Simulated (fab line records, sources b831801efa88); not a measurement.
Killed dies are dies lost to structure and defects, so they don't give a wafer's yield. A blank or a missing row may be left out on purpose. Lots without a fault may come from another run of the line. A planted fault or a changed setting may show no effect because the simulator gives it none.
Which tool did it? | flow sky130 | 11 lots, 33 wafers sampled, at 6 steps of a route of 708

WHAT THE GAUGES READ, wafer by wafer
SKY_METAL1_RS_MEAS_05: measures by four-point-probe. Usual: METAL1_ALCU_RS 0.1268 ohm/sq, standard deviation 0.0015.
lot  | measured     | on            | METAL1_ALCU_RS (ohm/sq) | flag
L147 | day 29 12:14 | film_metro-03 | 0.1296 0.1292 0.1292    |
L150 | day 30 04:36 | film_metro-03 | 0.1273 0.1279 0.1263    |
L152 | day 30 14:05 | film_metro-02 | 0.1240 0.1267 0.1249    |
L151 | day 30 16:04 | film_metro-01 | 0.1278 0.1267 0.1269    |
L153 | day 31 05:44 | film_metro-03 | 0.1263 0.1250 0.1259    |
L159 | day 32 18:44 | film_metro-02 | 0.1271 0.1261 0.1264    |
L160 | day 32 20:47 | film_metro-02 | 0.1273 0.1259 0.1265    |
L161 | day 33 06:20 | film_metro-02 | 0.1256 0.1258 0.1264    |
L166 | day 41 18:30 | film_metro-02 | 0.1248 0.1262 0.1249    |
L168 | day 42 02:45 | film_metro-01 | 0.1276 0.1260 0.1280    |
L169 | day 42 04:34 | film_metro-03 | 0.1274 0.1278 0.1265    |

SKY_METAL1_THK_MEAS_06: measures by xrf. Usual: METAL1_ALCU_THK 246 nm, standard deviation 3.5.
lot  | measured     | on            | METAL1_ALCU_THK (nm) | flag
L147 | day 29 12:22 | film_metro-03 | 240 239 240          |
L150 | day 30 04:43 | film_metro-03 | 244 242 245          |
L152 | day 30 14:13 | film_metro-02 | 250 248 251          |
L151 | day 30 16:11 | film_metro-01 | 248 248 249          |
L153 | day 31 05:50 | film_metro-03 | 246 249 247          |
L159 | day 32 18:51 | film_metro-02 | 246 249 247          |
L160 | day 32 20:55 | film_metro-02 | 246 247 247          |
L161 | day 33 06:27 | film_metro-02 | 250 248 246          |
L166 | day 41 18:37 | film_metro-02 | 251 248 251          |
L168 | day 42 02:52 | film_metro-01 | 247 248 245          |
L169 | day 42 04:41 | film_metro-03 | 244 242 245          |

SKY_VIA1_RS_MEAS_22: measures by four-point-probe. Usual: VIA1_W_RS 0.425 ohm/sq, standard deviation 0.005.
lot  | measured     | on            | VIA1_W_RS (ohm/sq)   | flag
L147 | day 32 00:18 | film_metro-01 | 0.427 0.429 0.422    |
L150 | day 32 16:21 | film_metro-02 | 0.427 0.424 0.430    |
L152 | day 33 00:34 | film_metro-01 | 0.432 0.421 0.429    |
L151 | day 33 02:38 | film_metro-01 | 0.417 0.417 0.418    |
L153 | day 33 14:47 | film_metro-04 | 0.421 0.420 0.423    |
L159 | day 35 02:46 | film_metro-04 | 58.535 58.854 59.286 | OFF
L160 | day 35 04:26 | film_metro-02 | 58.216 58.696 57.674 | OFF
L161 | day 35 14:32 | film_metro-04 | 57.962 59.141 58.929 | OFF
L166 | day 43 20:41 | film_metro-02 | 0.423 0.419 0.421    |
L168 | day 44 04:02 | film_metro-02 | 0.419 0.427 0.428    |
L169 | day 44 04:33 | film_metro-02 | 0.419 0.418 0.416    |

SKY_VIA1_THK_MEAS_23: measures by xrf. Usual: VIA1_W_THK 264 nm, standard deviation 3.4.
lot  | measured     | on            | VIA1_W_THK (nm) | flag
L147 | day 32 00:25 | film_metro-01 | 265 261 267     |
L150 | day 32 16:28 | film_metro-02 | 262 263 260     |
L152 | day 33 00:41 | film_metro-01 | 263 269 265     |
L151 | day 33 02:45 | film_metro-01 | 269 271 270     |
L153 | day 33 14:54 | film_metro-04 | 268 270 267     |
L159 | day 35 02:53 | film_metro-04 | <0 <0 <0        | OFF
L160 | day 35 04:33 | film_metro-02 | <0 <0 <0        | OFF
L161 | day 35 14:39 | film_metro-04 | <0 <0 <0        | OFF
L166 | day 43 20:47 | film_metro-02 | 265 268 266     |
L168 | day 44 04:09 | film_metro-02 | 270 264 263     |
L169 | day 44 04:40 | film_metro-02 | 269 270 270     |

WHICH TOOL RAN EACH LOT (tool, then ch and the chambers of the sampled wafers, then the start)
lot  | SKY_METAL1_STRIP_20                  | SKY_VIA1_CVD_21
L147 | plasma_asher-03 ch 0,1, day 30 16:47 | cvd_w-02 ch 0,1, day 32 00:13
L150 | plasma_asher-03 ch 0,1, day 31 09:54 | cvd_w-01 ch 0,1, day 32 16:14
L152 | plasma_asher-03 ch 0,1, day 31 19:26 | cvd_w-02 ch 0,1, day 33 00:28
L151 | plasma_asher-03 ch 0,1, day 31 21:50 | cvd_w-01 ch 0, day 33 02:32
L153 | plasma_asher-03 ch 0,1, day 32 11:31 | cvd_w-01 ch 0,1, day 33 14:40
L159 | plasma_asher-04 ch 0,1, day 33 21:15 | cvd_w-01 ch 0,1, day 35 02:40
L160 | plasma_asher-01 ch 1, day 33 23:09   | cvd_w-02 ch 0, day 35 04:20
L161 | plasma_asher-04 ch 0,1, day 34 08:22 | cvd_w-01 ch 0,1, day 35 14:26
L166 | plasma_asher-03 ch 0,1, day 42 20:20 | cvd_w-01 ch 0,1, day 43 20:34
L168 | plasma_asher-01 ch 0,1, day 43 03:14 | cvd_w-01 ch 0,1, day 44 03:56
L169 | plasma_asher-01 ch 0, day 43 04:50   | cvd_w-01 ch 0,1, day 44 04:26
- SKY_METAL1_STRIP_20: strips in O2/N2.
- SKY_VIA1_CVD_21: deposits W, target thk 270 nm, time 80.902 s.

WHAT THE TOOLS THEMSELVES READ (means of the sampled wafers that have a number; where no wafer has one, the mark that the record gives instead)
SKY_METAL1_STRIP_20. Usual: drypump_motor_current_A 5.85 A, standard deviation 0.27; o2_flow_sccm 2999 sccm, standard deviation 9.4; oes_product_au 0.344 a.u., standard deviation 0.005; strip_time_to_endpoint_s 2.72 s, standard deviation 0.043.
lot  | tool            | drypump_motor_current_A (A) | o2_flow_sccm (sccm) | oes_product_au (a.u.) | strip_time_to_endpoint_s (s) | flag
L147 | plasma_asher-03 | 6.07                        | 2995                | 0.341                 | 2.64                         |
L150 | plasma_asher-03 | 6.07                        | 3005                | 0.342                 | 2.72                         |
L152 | plasma_asher-03 | 6.07                        | 3001                | 0.344                 | 2.72                         |
L151 | plasma_asher-03 | 5.94                        | 3012                | 0.344                 | 2.72                         |
L153 | plasma_asher-03 | 6.05                        | 2996                | 0.345                 | 2.75                         |
L159 | plasma_asher-04 | 5.67                        | 3001                | 0.343                 | 2.71                         |
L160 | plasma_asher-01 | 6.05                        | 3002                | 0.344                 | 2.74                         |
L161 | plasma_asher-04 | 5.78                        | 2993                | 0.343                 | 2.70                         |
L166 | plasma_asher-03 | 5.93                        | 3005                | 0.343                 | 2.74                         |
L168 | plasma_asher-01 | 5.80                        | 3010                | 0.343                 | 2.74                         |
L169 | plasma_asher-01 | 5.22                        | 3004                | 0.342                 | 2.71                         |

SKY_VIA1_CVD_21. Usual: chamber_pressure_Torr 40.00 Torr, standard deviation 0.079; heater_power_outer_w 505 W, standard deviation 44; heater_power_w 826 W, standard deviation 49.
lot  | tool     | chamber_pressure_Torr (Torr) | heater_power_outer_w (W) | heater_power_w (W) | flag
L147 | cvd_w-02 | 39.94                        | 540                      | 847                |
L150 | cvd_w-01 | 40.00                        | 504                      | 820                |
L152 | cvd_w-02 | 39.98                        | 510                      | 818                |
L151 | cvd_w-01 | 40.02                        | 458                      | 790                |
L153 | cvd_w-01 | 40.03                        | 482                      | 819                |
L159 | cvd_w-01 | -                            | -                        | -                  | OFF
L160 | cvd_w-02 | -                            | -                        | -                  | OFF
L161 | cvd_w-01 | -                            | -                        | -                  | OFF
L166 | cvd_w-01 | 40.04                        | 498                      | 816                |
L168 | cvd_w-01 | 39.98                        | 490                      | 833                |
L169 | cvd_w-01 | 39.98                        | 454                      | 767                |

THE ANSWER, worked out from the rows above alone
Rule: a lot is off if the mean of its wafers that have a number lies more than 3 standard deviations from the usual mean. A lot without any number at a reading at which 4 lots or more have one is off too. The other lots that the step has rows for count as sound. The gauges are gone through in route order, then the tools' own readings, and for those a lot's mean is taken as printed above. The first step at which some lot is off is used, and at that step the reading that is off furthest; a lot without a number counts as furthest.
Off: L159, L160, L161, at SKY_VIA1_RS_MEAS_22 (VIA1_W_RS).
A tool fits if, at a process step before that reading, it ran every lot that is off, and no sound lot after the first of them. The gauges at SKY_VIA1_RS_MEAS_22 aren't tried: what is off there is off at SKY_VIA1_CVD_21 too, on other tools, and a gauge's error can't cause that. None of those tried fits.

WHAT THE SIMULATOR HAD PUT IN
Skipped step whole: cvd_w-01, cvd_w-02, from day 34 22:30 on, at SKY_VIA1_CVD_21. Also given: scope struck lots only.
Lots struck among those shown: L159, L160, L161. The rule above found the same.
